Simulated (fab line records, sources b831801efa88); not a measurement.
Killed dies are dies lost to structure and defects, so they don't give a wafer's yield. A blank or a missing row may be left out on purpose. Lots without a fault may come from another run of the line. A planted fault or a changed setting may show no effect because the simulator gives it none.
Split-lot experiment | flow sfq_line | 5 lots, 23 wafers read, on a route of 325 steps

THE SPLIT
At SFQ_TRILAYER_I4_VIA_LITHO_COAT_103 (resist thk 650 nm), the setting spin_rpm was moved away from the recipe's 3000 rpm on 7 of the 23 wafers read, by -7.2% to +7.1%. The other wafers ran this setting at the recipe's value.

The file shows no step between the split and the reading.

THE READING
KrF_of_TRILAYER_I4_VIA_LITHO_COAT_103.thk_nm (the simulator's own value, which no gauge read), in nm, at SFQ_TRILAYER_I4_VIA_BARC_OPEN_VIA_ETCH_146 (etches BARC in O2, target depth 125 nm, time 41.7 s). The file gives no usual value for it. The 16 wafers here that ran the recipe average 571.6 nm, standard deviation 4.6 nm.

wafer  | tool, chamber at the split | spin_rpm as run, rpm | against the recipe | KrF_of_TRILAYER_I4_VIA_LITHO_COAT_103.thk_nm, nm | against lot-mates on the recipe
L074.2 | litho_track-03, 0          | 2784                 | -7.2%              | 596.1                                            | +25.6
L074.3 | litho_track-03, 0          | 2784                 | -7.2%              | 597.6                                            | +27.1
L074.4 | litho_track-03, 0          | 3000                 | recipe             | 569.2                                            | -
L074.5 | litho_track-03, 0          | 3000                 | recipe             | 571.8                                            | -
L074.6 | litho_track-03, 0          | 2784                 | -7.2%              | 598.9                                            | +28.4
L076.1 | litho_track-04, 0          | 3000                 | recipe             | 565                                              | -
L076.2 | litho_track-04, 0          | 3000                 | recipe             | 563.1                                            | -
L076.3 | litho_track-04, 0          | 3000                 | recipe             | 562.8                                            | -
L076.5 | litho_track-04, 0          | 3000                 | recipe             | 570.7                                            | -
L076.6 | litho_track-04, 0          | 3000                 | recipe             | 569.9                                            | -
L077.4 | litho_track-04, 0          | 3000                 | recipe             | 572.1                                            | -
L077.5 | litho_track-04, 0          | 3000                 | recipe             | 572.5                                            | -
L077.6 | litho_track-04, 0          | 3000                 | recipe             | 572.8                                            | -
L078.1 | litho_track-03, 0          | 3000                 | recipe             | 572.8                                            | -
L078.2 | litho_track-03, 0          | 3214                 | +7.1%              | 553.2                                            | -22.6
L078.3 | litho_track-03, 0          | 3000                 | recipe             | 578.5                                            | -
L078.5 | litho_track-03, 0          | 3000                 | recipe             | 576.1                                            | -
L078.6 | litho_track-03, 0          | 3214                 | +7.1%              | 553.5                                            | -22.3
L079.1 | litho_track-01, 0          | 2835                 | -5.5%              | 592.7                                            | +16.6
L079.2 | litho_track-01, 0          | 3000                 | recipe             | 577.4                                            | -
L079.3 | litho_track-01, 0          | 3000                 | recipe             | 576.6                                            | -
L079.4 | litho_track-01, 0          | 2835                 | -5.5%              | 593.9                                            | +17.8
L079.5 | litho_track-01, 0          | 3000                 | recipe             | 574.2                                            | -

THE FIT
A straight line over all 23 wafers: KrF_of_TRILAYER_I4_VIA_LITHO_COAT_103.thk_nm changes by -3.27 nm for each +1% of spin_rpm; r = -0.94; the points scatter about the line by 4.4 nm.
The same after taking each lot's own level away (the mean of its wafers on the recipe; 23 wafers): -3.42 nm for each +1%; r = -0.98; scatter 2.3 nm.
On that fit, the largest move of spin_rpm shifts the reading by 25 nm.
The lots' own levels span 566.30 to 576.07 nm, that is 2.1 times the standard deviation above.
So the lot-to-lot level changes the slope little: the two slopes agree.
Check: with one of the wafers moved furthest among these (-7.2%) left out of the fit, the line predicts +24.8 nm for it against its lot-mates. It came out at +25.6 nm against them.

OTHER SPLITS ON THESE WAFERS
These wafers also went through other splits before the reading. Each is held against what the fit with the lots' levels taken away leaves over:
other split on the same wafers          | wafers away from the commonest value | r with KrF_of_TRILAYER_I4_VIA_LITHO_COAT_103.thk_nm (lot level and that fit taken away)
SFQ_TRILAYER_M4_LITHO_COAT_098 spin_rpm | 4                                    | +0.08
SFQ_TRILAYER_M4_LITHO_COAT_093 spin_rpm | 2                                    | +0.14

THE WHOLE CHAIN: every reading that the file lists as answering this split, in the file's order
step                                       | what it does                                        | reading                                                                                       | change (the file's fit)              | r (the file's)
SFQ_TRILAYER_I4_VIA_LITHO_COAT_103         | resist thk 650 nm                                   | KrF_of_TRILAYER_I4_VIA_LITHO_COAT_103.thk_nm (the simulator's own value, which no gauge read) | -3.17 nm for each +1% of the setting | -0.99
SFQ_TRILAYER_I4_VIA_BARC_OPEN_VIA_ETCH_146 | etches BARC in O2, target depth 125 nm, time 41.7 s | KrF_of_TRILAYER_I4_VIA_LITHO_COAT_103.thk_nm (the simulator's own value, which no gauge read) | -3.38 nm for each +1% of the setting | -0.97

THE FILE'S OWN FIT
KrF_of_TRILAYER_I4_VIA_LITHO_COAT_103.thk_nm changes by -3.38 nm for each +1% of spin_rpm, r = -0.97.
